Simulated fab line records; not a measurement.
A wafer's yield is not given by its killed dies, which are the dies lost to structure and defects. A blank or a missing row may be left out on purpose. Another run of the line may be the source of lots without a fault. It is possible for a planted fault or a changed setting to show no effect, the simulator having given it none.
fab line records ; flow sky130
[record] lots = 11; wafers = 33; lastDay = 50
route steps=708 shown VIA1@470 METAL2@498 VIA2@508 PAD_OPEN@708
lots with no fault: from the same line, run without faults
startH: start of the lot's first displayed wafer, in hours after the record's first day ; waitH: hours from the lot's prior step to this one ; " repeats the value in the row above ; L1.1+2: a single row standing in for several wafers ; - no value present, or no start provided ; * or withheld: withheld ; < > ~ a bound
route shown NAME@n: NAME is a module with steps in the file, n the number in the route of the first one ; usual: average and standard deviation across the fault-free wafers ; same: alike in all rows ; chamber/n: place in a boat ; sites: readings site by site ; _std_site: the standard deviation of these ; _edge_site: outer sites' mean less inner sites' ; radiusMm: how far each site lies from the wafer's centre ; mask NAME#n: copy n ; behind: the last tool/chamber to shape the wafer ; hold: why the lot was held/for how many hours/how that ended ; device: names the non-switching transistor (n, p or np) ; end of line: tests of these same wafers at the route's end ; a step without rows: its recipe alone ; killed: dies lost to structure and defects at the first sort, not the wafer's yield ; map: per-die view of a wafer (x killed, . not killed, _ where there is no die)
set.NAME: the setting that was run; set.NAME@STEP: the one run at that earlier step ; model.NAME: the simulator's own value behind a step, which no gauge read
route steps across a sampled set of lots; one table per step, one row per wafer
services: when a tool's chamber went out of use (startH, in hours from the record's first day, below 0 if earlier), for how many hours, and the reason
[[steps]]
[step SKY_VIA1_CD_MEAS_12]
[recipe] targetCdNm = 150
[usual] cdNm = 150.0/1.7
lot.wafer;tool;chamber;startH;waitH;cdNm
L946.1;cdSem-01;-;796.06;-;149.7
L946.5;cdSem-01;-;796.06;-;149.1
L946.6;cdSem-01;-;796.06;-;147.7
L948.2;cdSem-02;-;803.86;-;149.9
L948.3;cdSem-02;-;803.86;-;149.5
L948.4;cdSem-02;-;803.86;-;149.8
L947.4;cdSem-01;-;804.25;-;147.0
L947.5;cdSem-01;-;804.25;-;146.2
L947.6;cdSem-01;-;804.25;-;147.3
L954.3;cdSem-02;-;855.56;-;150.8
L954.4;cdSem-02;-;855.56;-;151.9
L954.6;cdSem-02;-;855.56;-;150.7
L955.1;cdSem-01;-;861.77;-;148.5
L955.2;cdSem-01;-;861.77;-;148.4
L955.6;cdSem-01;-;861.77;-;147.5
L959.1;cdSem-01;-;890.04;-;148.6
L959.3;cdSem-01;-;890.04;-;149.9
L959.6;cdSem-01;-;890.04;-;149.7
L960.1;cdSem-02;-;898.52;-;151.4
L960.3;cdSem-02;-;898.52;-;152.4
L960.4;cdSem-02;-;898.52;-;152.6
L963.1;cdSem-01;-;946.22;-;152.9
L963.3;cdSem-01;-;946.22;-;152.9
L963.5;cdSem-01;-;946.22;-;153.0
L966.3;cdSem-02;-;947.21;-;149.5
L966.5;cdSem-02;-;947.21;-;150.8
L966.6;cdSem-02;-;947.21;-;148.9
L967.2;cdSem-02;-;953.81;-;152.4
L967.4;cdSem-02;-;953.81;-;152.5
L967.6;cdSem-02;-;953.81;-;152.3
L969.1;cdSem-02;-;958.42;-;150.0
L969.4;cdSem-02;-;958.42;-;149.2
L969.5;cdSem-02;-;958.42;-;150.0
[step SKY_METAL2_CD_MEAS_15]
[recipe] targetCdNm = 140
[usual] cdNm = 140.3/1.4
lot.wafer;tool;chamber;startH;waitH;cdNm
L946.1;cdSem-01;-;823.94;-;140.5
L946.5;cdSem-01;-;823.94;-;141.6
L946.6;cdSem-01;-;823.94;-;140.6
L948.2;cdSem-01;-;832.23;-;138.9
L948.3;cdSem-01;-;832.23;-;140.0
L948.4;cdSem-01;-;832.23;-;139.5
L947.4;cdSem-02;-;832.50;-;139.8
L947.5;cdSem-02;-;832.50;-;141.2
L947.6;cdSem-02;-;832.50;-;141.3
L954.3;cdSem-02;-;882.78;-;141.1
L954.4;cdSem-02;-;882.78;-;140.9
L954.6;cdSem-02;-;882.78;-;141.4
L955.1;cdSem-01;-;889.72;-;142.5
L955.2;cdSem-01;-;889.72;-;141.4
L955.6;cdSem-01;-;889.72;-;141.9
L959.1;cdSem-01;-;917.07;-;139.4
L959.3;cdSem-01;-;917.07;-;140.7
L959.6;cdSem-01;-;917.07;-;139.9
L960.1;cdSem-01;-;925.64;-;140.8
L960.3;cdSem-01;-;925.64;-;142.1
L960.4;cdSem-01;-;925.64;-;142.3
L963.1;cdSem-02;-;972.24;-;136.9
L963.3;cdSem-02;-;972.24;-;138.2
L963.5;cdSem-02;-;972.24;-;136.5
L966.3;cdSem-01;-;973.06;-;141.4
L966.5;cdSem-01;-;973.06;-;140.1
L966.6;cdSem-01;-;973.06;-;142.3
L967.2;cdSem-02;-;979.79;-;142.0
L967.4;cdSem-02;-;979.79;-;140.9
L967.6;cdSem-02;-;979.79;-;141.4
L969.1;cdSem-01;-;984.11;-;139.4
L969.4;cdSem-01;-;984.11;-;140.0
L969.5;cdSem-01;-;984.11;-;138.2
[step SKY_METAL2_METAL_ETCH_19]
[recipe] targetDepthA = 3600; stopOn = SiO2; overEtchFrac = 0.3; timeS = 78; chemistry = Cl2/BCl3; resistSidewallDeg = 88; pressureMtorr = 10; icpW = 900; biasW = 48.5; Cl2_flow_sccm = 60; bcl3FlowSccm = 30
[usual] drypumpMotorCurrentA = 5.5/0.53; oesProductAu = 0.853/0.0057; runLengthS = 106.6/0.7; throttleValvePct = 22.263/0.0095
lot.wafer;tool;chamber;startH;waitH;drypumpMotorCurrentA;oesProductAu;rfHoursCounterH;runLengthS;throttleValvePct
L946.1;rieMetal-02;0;824.19;0.0;5.0;0.857;7;106.2;22.264
L946.5;rieMetal-02;0;824.19;0.0;5.0;0.844;-;106.7;22.260
L946.6;rieMetal-02;1;824.19;0.0;6.1;0.844;-;106.8;22.263
L948.2;rieMetal-04;0;832.46;0.0;5.9;0.856;16;106.5;22.236
L948.3;rieMetal-04;0;832.46;0.0;5.9;0.859;-;106.1;22.257
L948.4;rieMetal-04;1;832.46;0.0;6.0;0.858;-;106.4;22.262
L947.4;rieMetal-02;1;832.72;0.1;6.1;0.854;-;106.8;22.258
L947.5;rieMetal-02;1;832.72;0.1;6.1;0.843;-;107.0;22.245
L947.6;rieMetal-02;0;832.72;0.1;5.0;0.847;-;106.2;22.271
L954.3;rieMetal-04;1;883.02;0.1;5.9;0.858;-;106.2;22.238
L954.4;rieMetal-04;0;883.02;0.1;5.9;0.855;-;106.7;22.263
L954.6;rieMetal-04;0;883.02;0.1;5.9;0.843;-;106.1;22.248
L955.1;rieMetal-04;1;889.97;0.0;6.0;0.853;9;106.9;22.263
L955.2;rieMetal-04;0;889.97;0.0;5.8;0.864;19;105.9;22.256
L955.6;rieMetal-04;0;889.97;0.0;5.9;0.848;-;106.0;22.268
L959.1;rieMetal-02;0;917.32;0.0;5.0;0.860;11;106.3;22.269
L959.3;rieMetal-02;1;917.32;0.0;6.1;0.851;-;107.2;22.254
L959.6;rieMetal-02;1;917.32;0.0;6.1;0.855;-;107.0;22.278
L960.1;rieMetal-03;1;925.89;0.0;4.7;0.849;8;106.6;22.270
L960.3;rieMetal-03;1;925.89;0.0;4.7;0.851;-;106.8;22.272
L960.4;rieMetal-03;0;925.89;0.0;5.6;0.846;-;106.5;22.269
L963.1;rieMetal-02;0;972.49;0.0;5.0;0.857;14;106.6;22.266
L963.3;rieMetal-02;0;972.49;0.0;5.0;0.851;-;106.3;22.267
L963.5;rieMetal-02;1;972.49;0.0;6.1;0.859;-;106.8;22.273
L966.3;rieMetal-04;1;973.30;0.1;6.0;0.844;-;106.4;22.259
L966.5;rieMetal-04;0;973.30;0.1;5.9;0.821;-;111.5;22.258
L966.6;rieMetal-04;1;973.30;0.1;6.0;0.850;-;106.4;22.267
L967.2;rieMetal-04;1;980.02;0.0;6.0;0.857;14;106.3;22.276
L967.4;rieMetal-04;0;980.02;0.0;5.9;0.824;-;111.6;22.266
L967.6;rieMetal-04;1;980.02;0.0;6.0;0.844;-;106.3;22.271
L969.1;rieMetal-03;0;984.39;0.1;5.7;0.852;4;109.1;22.261
L969.4;rieMetal-03;0;984.39;0.1;5.6;0.851;-;109.5;22.265
L969.5;rieMetal-03;1;984.39;0.1;4.7;0.854;-;110.0;22.262
[step SKY_METAL2_STRIP_20]
[recipe] chemistry = O2/N2; powerW = 1400; pressureMtorr = 1500; platenTempC = withheld; o2FlowSccm = 3000; n2FlowSccm = 300; overashFraction = 0.5
[usual] drypumpMotorCurrentA = 5.7/0.49; oesProductAu = 0.342/0.0048; stripTimeToEndpointS = 2.67/0.034
[same] overashFraction = 0.5
lot.wafer;tool;chamber;startH;waitH;drypumpMotorCurrentA;oesProductAu;rfHoursCounterH;stripTimeToEndpointS
L946.1;plasmaAsher-04;1;824.28;0.1;5.4;0.343;40;2.65
L946.5;plasmaAsher-04;0;824.28;0.1;6.0;0.343;-;2.66
L946.6;plasmaAsher-04;1;824.28;0.1;5.4;0.343;-;2.67
L948.2;plasmaAsher-03;1;832.55;0.1;5.4;0.350;67;2.67
L948.3;plasmaAsher-03;1;832.55;0.1;5.3;0.337;-;2.64
L948.4;plasmaAsher-03;0;832.55;0.1;6.2;0.339;-;2.62
L947.4;plasmaAsher-01;0;832.82;0.1;6.3;0.336;-;2.69
L947.5;plasmaAsher-01;1;832.82;0.1;4.8;0.341;-;2.71
L947.6;plasmaAsher-01;0;832.82;0.1;6.3;0.337;-;2.65
L954.3;plasmaAsher-03;0;883.12;0.1;6.2;0.334;-;2.66
L954.4;plasmaAsher-03;1;883.12;0.1;5.4;0.349;-;2.66
L954.6;plasmaAsher-03;0;883.12;0.1;6.2;0.342;-;2.70
L955.1;plasmaAsher-03;0;890.06;0.1;6.2;0.344;73;2.67
L955.2;plasmaAsher-03;1;890.06;0.1;5.3;0.347;73;2.73
L955.6;plasmaAsher-03;1;890.06;0.1;5.3;0.343;-;2.67
L959.1;plasmaAsher-04;1;917.41;0.1;5.4;0.342;49;2.65
L959.3;plasmaAsher-04;0;917.41;0.1;6.0;0.342;-;2.74
L959.6;plasmaAsher-04;0;917.41;0.1;6.0;0.347;-;2.71
L960.1;plasmaAsher-04;0;925.98;0.1;6.0;0.347;50;2.66
L960.3;plasmaAsher-04;0;925.98;0.1;6.0;0.349;-;2.67
L960.4;plasmaAsher-04;1;925.98;0.1;5.4;0.345;-;2.66
L963.1;plasmaAsher-01;1;972.58;0.1;4.8;0.337;21;2.64
L963.3;plasmaAsher-01;1;972.58;0.1;4.8;0.337;-;2.61
L963.5;plasmaAsher-01;1;972.58;0.1;4.8;0.348;-;2.67
L966.3;plasmaAsher-04;1;973.40;0.1;5.4;0.341;-;2.61
L966.5;plasmaAsher-04;1;973.40;0.1;5.4;0.334;-;2.49
L966.6;plasmaAsher-04;0;973.40;0.1;6.0;0.329;-;2.61
L967.2;plasmaAsher-03;0;980.11;0.1;6.2;0.335;82;2.65
L967.4;plasmaAsher-03;0;980.11;0.1;6.2;0.340;-;2.51
L967.6;plasmaAsher-03;1;980.11;0.1;5.3;0.334;-;2.64
L969.1;plasmaAsher-01;1;984.51;0.1;4.9;0.339;23;2.68
L969.4;plasmaAsher-01;1;984.51;0.1;4.8;0.334;-;2.68
L969.5;plasmaAsher-01;1;984.51;0.1;4.9;0.345;-;2.73
[step SKY_VIA2_THK_MEAS_01]
[recipe] reads = SiO2_of_VIA2_HDPCVD_00
[usual] VIA2_HDPCVD_THK = 1176/13
lot.wafer;tool;chamber;startH;waitH;VIA2_HDPCVD_THK[nm]
L946.1;filmMetro-01;-;825.07;0.1;1188
L946.5;filmMetro-01;-;825.07;0.1;1175
L946.6;filmMetro-01;-;825.07;0.1;1193
L948.2;filmMetro-03;-;833.28;0.1;1178
L948.3;filmMetro-03;-;833.28;0.1;1158
L948.4;filmMetro-03;-;833.28;0.1;1170
L947.4;filmMetro-01;-;833.57;0.0;1170
L947.5;filmMetro-01;-;833.57;0.0;1187
L947.6;filmMetro-01;-;833.57;0.0;1153
L954.3;filmMetro-01;-;883.82;0.1;1192
L954.4;filmMetro-01;-;883.82;0.1;1178
L954.6;filmMetro-01;-;883.82;0.1;1170
L955.1;filmMetro-03;-;890.78;0.1;1179
L955.2;filmMetro-03;-;890.78;0.1;1192
L955.6;filmMetro-03;-;890.78;0.1;1184
L959.1;filmMetro-04;-;918.13;0.1;1167
L959.3;filmMetro-04;-;918.13;0.1;1169
L959.6;filmMetro-04;-;918.13;0.1;1158
L960.1;filmMetro-04;-;926.75;0.1;1178
L960.3;filmMetro-04;-;926.75;0.1;1161
L960.4;filmMetro-04;-;926.75;0.1;1171
L963.1;filmMetro-03;-;973.31;0.1;1185
L963.3;filmMetro-03;-;973.31;0.1;1173
L963.5;filmMetro-03;-;973.31;0.1;1191
L966.3;filmMetro-04;-;974.11;0.1;1181
L966.5;filmMetro-04;-;974.11;0.1;1184
L966.6;filmMetro-04;-;974.11;0.1;1177
L967.2;filmMetro-01;-;980.89;0.1;1196
L967.4;filmMetro-01;-;980.89;0.1;1178
L967.6;filmMetro-01;-;980.89;0.1;1161
L969.1;filmMetro-01;-;985.23;0.1;1199
L969.4;filmMetro-01;-;985.23;0.1;1186
L969.5;filmMetro-01;-;985.23;0.1;1191
[step SKY_PAD_OPEN_PROBE_99]
[usual] defectLimitedYield = 82.6/1.8; killed_at_M0_to_M3 = 44/6.3; killed_at_M4_up = 2.8/1.7; killedAtContacts = 25/5.8; killedAtFrontEnd = 14/4.4; killedAtOther = 0.3/0.49; killedDies = 86/8.7; killedOpen = 48/5.8; killedShort = 38/6; sort_bin_3_pad_short = 0.8/0.39; sort_bin_5_function = 10.4/1.4; sort_bin_6_memory = 6.2/1.1; sortNPass = 406/8.7; sortYieldPct = 82.6/1.8
[same] grossDies = 492; killedAtBackSide = 0; sort_bin_4_leakage[%] = 0; sort_bin_8_speed[%] = 0
lot.wafer;tool;chamber;startH;waitH;defectLimitedYield[%];killed_at_M0_to_M3;killed_at_M4_up;killedAtContacts;killedAtFrontEnd;killedAtOther;killedDies;killedOpen;killedShort;sort_bin_3_pad_short[%];sort_bin_5_function[%];sort_bin_6_memory[%];sortNPass;sortYieldPct[%]
L946.1;prober-02;-;1076.75;0.1;81.7;46;3;23;18;0;90;51;39;0.6;12.6;5.1;402;81.7
L946.5;prober-02;-;1076.95;0.2;84.1;42;2;24;10;0;78;43;35;0.8;11.2;3.9;414;84.1
L946.6;prober-02;-;1077.00;0.2;77.6;54;6;24;26;0;110;60;50;0.8;12.8;8.7;382;77.6
L948.2;prober-01;-;1084.89;0.1;82.1;37;1;31;19;0;88;45;43;1.4;9.8;6.7;404;82.1
L948.3;prober-01;-;1084.94;0.2;81.7;46;2;27;15;0;90;50;40;0.6;11.2;6.5;402;81.7
L948.4;prober-01;-;1084.99;0.2;82.3;38;5;28;16;0;87;43;44;1.2;11.2;5.3;405;82.3
L947.4;prober-02;-;1086.49;0.2;80.7;47;3;32;13;0;95;53;42;0.6;12.0;6.7;397;80.7
L947.5;prober-02;-;1086.54;0.2;83.5;41;0;24;16;0;81;44;37;0.8;8.9;6.7;411;83.5
L947.6;prober-02;-;1086.59;0.2;80.9;50;3;23;17;1;94;51;43;0.8;10.6;7.7;398;80.9
L954.3;prober-02;-;1124.56;0.2;81.7;27;5;37;21;0;90;47;43;0.2;12.4;5.7;402;81.7
L954.4;prober-02;-;1124.61;0.2;80.7;39;6;35;15;0;95;50;45;0.8;10.4;8.1;397;80.7
L954.6;prober-02;-;1124.71;0.2;81.7;41;1;31;17;0;90;56;34;1.6;9.6;7.1;402;81.7
L955.1;prober-01;-;1127.92;0.1;79.5;43;4;32;22;0;101;53;48;2.2;10.8;7.5;391;79.5
L955.2;prober-01;-;1127.97;0.1;80.9;44;2;37;11;0;94;49;45;1.4;12.0;5.7;398;80.9
L955.6;prober-01;-;1128.17;0.2;78.7;47;3;38;17;0;105;62;43;0.8;13.6;6.9;387;78.7
L959.1;prober-01;-;1147.91;0.1;86.0;33;3;23;9;1;69;37;32;0.8;8.9;4.3;423;86.0
L959.3;prober-01;-;1148.01;0.2;81.3;48;3;24;17;0;92;55;37;0.6;11.4;6.7;400;81.3
L959.6;prober-01;-;1148.16;0.2;83.1;45;2;26;10;0;83;47;36;0.2;11.6;5.1;409;83.1
L960.1;prober-02;-;1159.03;0.1;84.6;41;1;16;17;1;76;43;33;1.0;7.7;6.7;416;84.6
L960.3;prober-02;-;1159.13;0.2;85.0;36;3;20;15;0;74;43;31;0.4;8.7;5.9;418;85.0
L960.4;prober-02;-;1159.18;0.2;81.3;41;2;29;20;0;92;50;42;1.2;12.0;5.5;400;81.3
L963.1;prober-02;-;1189.69;0.1;83.1;47;2;19;15;0;83;46;37;0.2;9.3;7.3;409;83.1
L963.3;prober-02;-;1189.79;0.2;81.9;46;3;30;10;0;89;49;40;1.0;11.2;5.9;403;81.9
L963.5;prober-02;-;1189.89;0.2;83.1;39;3;24;17;0;83;52;31;1.0;11.8;4.1;409;83.1
L966.3;prober-01;-;1190.39;0.2;80.9;50;4;30;9;1;94;49;45;0.4;11.6;7.1;398;80.9
L966.5;prober-01;-;1190.49;0.2;80.3;48;2;26;21;0;97;52;45;0.6;12.4;6.7;395;80.3
L966.6;prober-01;-;1190.54;0.2;85.6;34;3;23;11;0;71;39;32;1.2;6.1;7.1;421;85.6
L967.2;prober-02;-;1195.51;0.1;81.5;44;1;27;18;1;91;55;36;1.0;10.8;6.7;401;81.5
L967.4;prober-02;-;1195.61;0.2;81.5;37;1;33;19;1;91;48;43;0.6;10.4;7.5;401;81.5
L967.6;prober-02;-;1195.71;0.2;83.3;50;2;17;13;0;82;46;36;1.0;9.3;6.3;410;83.3
L969.1;prober-01;-;1196.65;0.1;80.5;48;2;26;20;0;96;47;49;1.2;11.0;7.3;396;80.5
L969.4;prober-01;-;1196.80;0.2;85.8;39;4;16;11;0;70;39;31;0.8;7.3;6.1;422;85.8
L969.5;prober-01;-;1196.85;0.2;82.3;47;1;24;14;1;87;48;39;0.4;11.4;5.9;405;82.3
// killed by level:class
L946.1 CONTACT:geometricParticle:open=10 VIA1:geometricParticle:open=10 METAL2:geometricParticle:short=9 METAL1:geometricParticle:short=8 POLY_GATE:geometricParticle:open=7 VIA1:geometricParticle:short=5 CONTACT:geometricParticle:short=4 LI_CONTACT:geometricParticle:open=4
L946.5 CONTACT:geometricParticle:open=10 METAL2:geometricParticle:short=8 VIA1:geometricParticle:open=7 VIA2:geometricParticle:open=7 LOCAL_INTERCONNECT:geometricParticle:short=6 VIA3:geometricParticle:open=6 POLY_GATE:geometricParticle:short=5 LI_CONTACT:geometricParticle:open=5
L946.6 FIELD_ISO:geometricParticle:open=10 VIA1:geometricParticle:short=10 VIA3:geometricParticle:open=9 CONTACT:geometricParticle:open=8 VIA1:geometricParticle:open=8 METAL2:geometricParticle:short=7 VIA2:geometricParticle:open=6 CONTACT:geometricParticle:short=6
L948.2 CONTACT:geometricParticle:open=12 METAL2:geometricParticle:short=8 FIELD_ISO:geometricParticle:open=7 LI_CONTACT:geometricParticle:open=7 CONTACT:geometricParticle:short=6 VIA1:geometricParticle:short=6 VIA1:geometricParticle:open=6 VIA3:geometricParticle:open=5
L948.3 LI_CONTACT:geometricParticle:open=8 VIA3:geometricParticle:open=8 VIA1:geometricParticle:open=7 CONTACT:geometricParticle:open=7 VIA2:geometricParticle:open=7 CONTACT:geometricParticle:short=6 VIA3:geometricParticle:short=5 VIA1:geometricParticle:short=5
L948.4 CONTACT:geometricParticle:open=13 METAL2:geometricParticle:short=10 FIELD_ISO:geometricParticle:open=6 VIA1:geometricParticle:open=6 METAL3:geometricParticle:short=5 METAL4:geometricParticle:short=5 LI_CONTACT:geometricParticle:open=4 CONTACT:geometricParticle:short=4
L947.4 CONTACT:geometricParticle:open=14 VIA1:geometricParticle:open=12 METAL1:geometricParticle:short=10 VIA1:geometricParticle:short=7 LI_CONTACT:geometricParticle:open=7 CONTACT:geometricParticle:short=6 POLY_GATE:geometricParticle:short=5 VIA2:geometricParticle:open=4
L947.5 VIA1:geometricParticle:open=13 LI_CONTACT:geometricParticle:open=9 VIA1:geometricParticle:short=8 VIA3:geometricParticle:open=6 POLY_GATE:geometricParticle:short=5 CONTACT:geometricParticle:open=5 POLY_GATE:geometricParticle:open=4 LOCAL_INTERCONNECT:geometricParticle:short=4
L947.6 CONTACT:geometricParticle:open=11 VIA1:geometricParticle:open=8 FIELD_ISO:geometricParticle:short=7 METAL1:geometricParticle:short=7 VIA3:geometricParticle:open=6 VIA1:geometricParticle:short=6 VIA2:geometricParticle:open=6 LI_CONTACT:geometricParticle:open=5
L954.3 CONTACT:geometricParticle:open=15 LI_CONTACT:geometricParticle:open=8 CONTACT:geometricParticle:short=7 FIELD_ISO:geometricParticle:short=5 POLY_GATE:geometricParticle:short=5 POLY_GATE:geometricParticle:open=5 LI_CONTACT:geometricParticle:short=5 VIA1:geometricParticle:open=5
L954.4 CONTACT:geometricParticle:open=13 FIELD_ISO:geometricParticle:short=9 LI_CONTACT:geometricParticle:open=9 VIA1:geometricParticle:open=8 LOCAL_INTERCONNECT:geometricParticle:short=6 VIA3:geometricParticle:open=6 CONTACT:geometricParticle:short=4 VIA1:geometricParticle:short=4
L954.6 VIA3:geometricParticle:open=12 LI_CONTACT:geometricParticle:open=10 CONTACT:geometricParticle:open=10 VIA1:geometricParticle:open=8 CONTACT:geometricParticle:short=6 POLY_GATE:geometricParticle:open=5 METAL1:geometricParticle:short=5 FIELD_ISO:geometricParticle:open=4
L955.1 METAL2:geometricParticle:short=12 LI_CONTACT:geometricParticle:open=11 VIA3:geometricParticle:open=9 CONTACT:geometricParticle:open=9 CONTACT:geometricParticle:short=8 FIELD_ISO:geometricParticle:short=7 VIA1:geometricParticle:open=7 FIELD_ISO:geometricParticle:open=4
L955.2 CONTACT:geometricParticle:open=15 VIA1:geometricParticle:open=12 METAL2:geometricParticle:short=7 CONTACT:geometricParticle:short=7 VIA2:geometricParticle:open=7 LOCAL_INTERCONNECT:geometricParticle:short=5 POLY_GATE:geometricParticle:short=4 LI_CONTACT:geometricParticle:short=4
L955.6 CONTACT:geometricParticle:open=12 LI_CONTACT:geometricParticle:open=10 VIA2:geometricParticle:open=10 VIA3:geometricParticle:open=10 VIA1:geometricParticle:open=9 LI_CONTACT:geometricParticle:short=7 CONTACT:geometricParticle:short=5 VIA1:geometricParticle:short=4
L959.1 VIA1:geometricParticle:open=10 LI_CONTACT:geometricParticle:open=6 CONTACT:geometricParticle:open=6 METAL2:geometricParticle:short=6 LOCAL_INTERCONNECT:geometricParticle:short=5 FIELD_ISO:geometricParticle:short=4 VIA3:geometricParticle:open=4 LI_CONTACT:geometricParticle:short=3
L959.3 VIA1:geometricParticle:open=11 CONTACT:geometricParticle:open=10 LI_CONTACT:geometricParticle:open=9 VIA3:geometricParticle:short=8 METAL1:geometricParticle:short=8 VIA2:geometricParticle:open=8 POLY_GATE:geometricParticle:short=6 POLY_GATE:geometricParticle:open=4
L959.6 CONTACT:geometricParticle:open=13 VIA1:geometricParticle:open=9 LI_CONTACT:geometricParticle:open=8 METAL2:geometricParticle:short=7 VIA2:geometricParticle:open=6 VIA1:geometricParticle:short=6 METAL3:geometricParticle:short=5 POLY_GATE:geometricParticle:short=4
L960.1 VIA1:geometricParticle:open=9 FIELD_ISO:geometricParticle:open=5 CONTACT:geometricParticle:short=5 VIA2:geometricParticle:open=5 LI_CONTACT:geometricParticle:open=4 CONTACT:geometricParticle:open=4 METAL1:geometricParticle:short=4 VIA1:geometricParticle:short=4
L960.3 LI_CONTACT:geometricParticle:open=8 METAL1:geometricParticle:short=7 CONTACT:geometricParticle:open=7 VIA1:geometricParticle:open=7 FIELD_ISO:geometricParticle:open=6 VIA3:geometricParticle:open=5 FIELD_ISO:geometricParticle:short=4 VIA2:geometricParticle:open=4
L960.4 CONTACT:geometricParticle:open=16 VIA1:geometricParticle:open=11 POLY_GATE:geometricParticle:short=7 METAL1:geometricParticle:short=7 METAL2:geometricParticle:short=6 VIA3:geometricParticle:open=6 LI_CONTACT:geometricParticle:open=5 FIELD_ISO:geometricParticle:short=4
L963.1 VIA1:geometricParticle:open=11 METAL1:geometricParticle:short=9 LI_CONTACT:geometricParticle:open=8 VIA3:geometricParticle:open=7 POLY_GATE:geometricParticle:short=6 VIA2:geometricParticle:open=6 LOCAL_INTERCONNECT:geometricParticle:short=4 CONTACT:geometricParticle:open=4
L963.3 CONTACT:geometricParticle:open=13 VIA1:geometricParticle:open=10 METAL2:geometricParticle:short=8 VIA2:geometricParticle:open=8 LI_CONTACT:geometricParticle:open=6 LOCAL_INTERCONNECT:geometricParticle:short=6 CONTACT:geometricParticle:short=5 VIA1:geometricParticle:short=5
L963.5 LI_CONTACT:geometricParticle:open=10 CONTACT:geometricParticle:open=8 VIA1:geometricParticle:open=7 METAL2:geometricParticle:short=6 FIELD_ISO:geometricParticle:open=5 VIA1:geometricParticle:short=5 VIA2:geometricParticle:open=5 VIA3:geometricParticle:open=5
L966.3 CONTACT:geometricParticle:open=12 VIA1:geometricParticle:open=10 VIA1:geometricParticle:short=8 CONTACT:geometricParticle:short=8 VIA3:geometricParticle:open=8 METAL1:geometricParticle:short=7 LI_CONTACT:geometricParticle:open=5 METAL1:geometricParticle:open=5
L966.5 CONTACT:geometricParticle:open=11 VIA1:geometricParticle:open=9 VIA2:geometricParticle:open=8 FIELD_ISO:geometricParticle:short=7 METAL1:geometricParticle:short=6 VIA3:geometricParticle:open=6 LI_CONTACT:geometricParticle:open=5 LOCAL_INTERCONNECT:geometricParticle:short=5
L966.6 LI_CONTACT:geometricParticle:open=8 CONTACT:geometricParticle:open=6 VIA1:geometricParticle:short=6 POLY_GATE:geometricParticle:short=5 VIA1:geometricParticle:open=5 VIA2:geometricParticle:open=5 VIA3:geometricParticle:open=4 LOCAL_INTERCONNECT:geometricParticle:short=3
L967.2 CONTACT:geometricParticle:open=17 VIA1:geometricParticle:open=12 POLY_GATE:geometricParticle:short=8 LI_CONTACT:geometricParticle:open=6 VIA2:geometricParticle:open=6 VIA3:geometricParticle:short=6 FIELD_ISO:geometricParticle:open=5 METAL3:geometricParticle:short=5
L967.4 VIA1:geometricParticle:open=14 CONTACT:geometricParticle:open=12 LI_CONTACT:geometricParticle:open=8 LOCAL_INTERCONNECT:geometricParticle:short=7 POLY_GATE:geometricParticle:short=5 VIA1:geometricParticle:short=5 METAL3:geometricParticle:short=5 VIA3:geometricParticle:open=5
L967.6 VIA1:geometricParticle:open=15 CONTACT:geometricParticle:open=7 METAL1:geometricParticle:short=7 VIA2:geometricParticle:open=7 VIA3:geometricParticle:open=6 CONTACT:geometricParticle:short=5 FIELD_ISO:geometricParticle:open=4 VIA1:geometricParticle:short=4
L969.1 METAL1:geometricParticle:short=10 VIA1:geometricParticle:open=10 CONTACT:geometricParticle:open=9 CONTACT:geometricParticle:short=7 LI_CONTACT:geometricParticle:open=6 VIA1:geometricParticle:short=6 METAL2:geometricParticle:short=6 FIELD_ISO:geometricParticle:open=4
L969.4 VIA1:geometricParticle:open=14 CONTACT:geometricParticle:open=6 POLY_GATE:geometricParticle:open=5 CONTACT:geometricParticle:short=5 METAL1:geometricParticle:short=5 METAL2:geometricParticle:short=5 VIA2:geometricParticle:open=4 VIA3:geometricParticle:open=4
L969.5 CONTACT:geometricParticle:open=13 VIA1:geometricParticle:open=9 VIA1:geometricParticle:short=8 POLY_GATE:geometricParticle:short=6 LI_CONTACT:geometricParticle:open=6 METAL1:geometricParticle:short=5 METAL1:geometricParticle:open=4 POLY_GATE:geometricParticle:open=3
[[services]]
tool;chamber;startH;hours;kind
rieMetal-02;-;802.54;0.6;repair
plasmaAsher-04;-;837.98;1.5;repair
plasmaAsher-01;-;844.24;4.9;repair
plasmaAsher-01;-;850.59;5.1;repair
rieMetal-03;0;883.55;-;clean
rieMetal-03;0;883.55;19.7;scheduledDown
rieMetal-03;0;883.55;19.7;ventCycle
rieMetal-04;1;896.64;3.8;repair
rieMetal-04;0;911.39;-;clean
rieMetal-04;0;911.39;16.2;scheduledDown
rieMetal-04;0;911.39;16.2;ventCycle
plasmaAsher-01;-;944.42;5.5;repair
plasmaAsher-03;-;974.12;0.9;repair
[[key]]
[firstSign] step = SKY_METAL2_METAL_ETCH_19; reading = runLengthS; direction = up; sigmas = 7; usual = *; struck = *
[effect] step = SKY_METAL2_METAL_ETCH_19; reading = oesProductAu; direction = down; sigmas = 5.3; usual = 0.853; struck = 0.823
[effect] step = SKY_METAL2_STRIP_20; reading = stripTimeToEndpointS; direction = down; sigmas = 5.1; usual = *; struck = *
metAt SKY_METAL2_METAL_ETCH_19
struckLots L966,L967
struckWafers L966.5,L967.4
notActingAt SKY_VIA1_CD_MEAS_12,SKY_METAL2_CD_MEAS_15,SKY_VIA2_THK_MEAS_01
onsetBetween 889.97 973.30
[fault] kind = processParameterDrift; tool = rieMetal-04; chamber = 0; onsetH = 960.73; steps = SKY_METAL2_METAL_ETCH_19; channel = timeS; offset = *; shape = step; endH = 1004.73; actsIn = *; stated = *
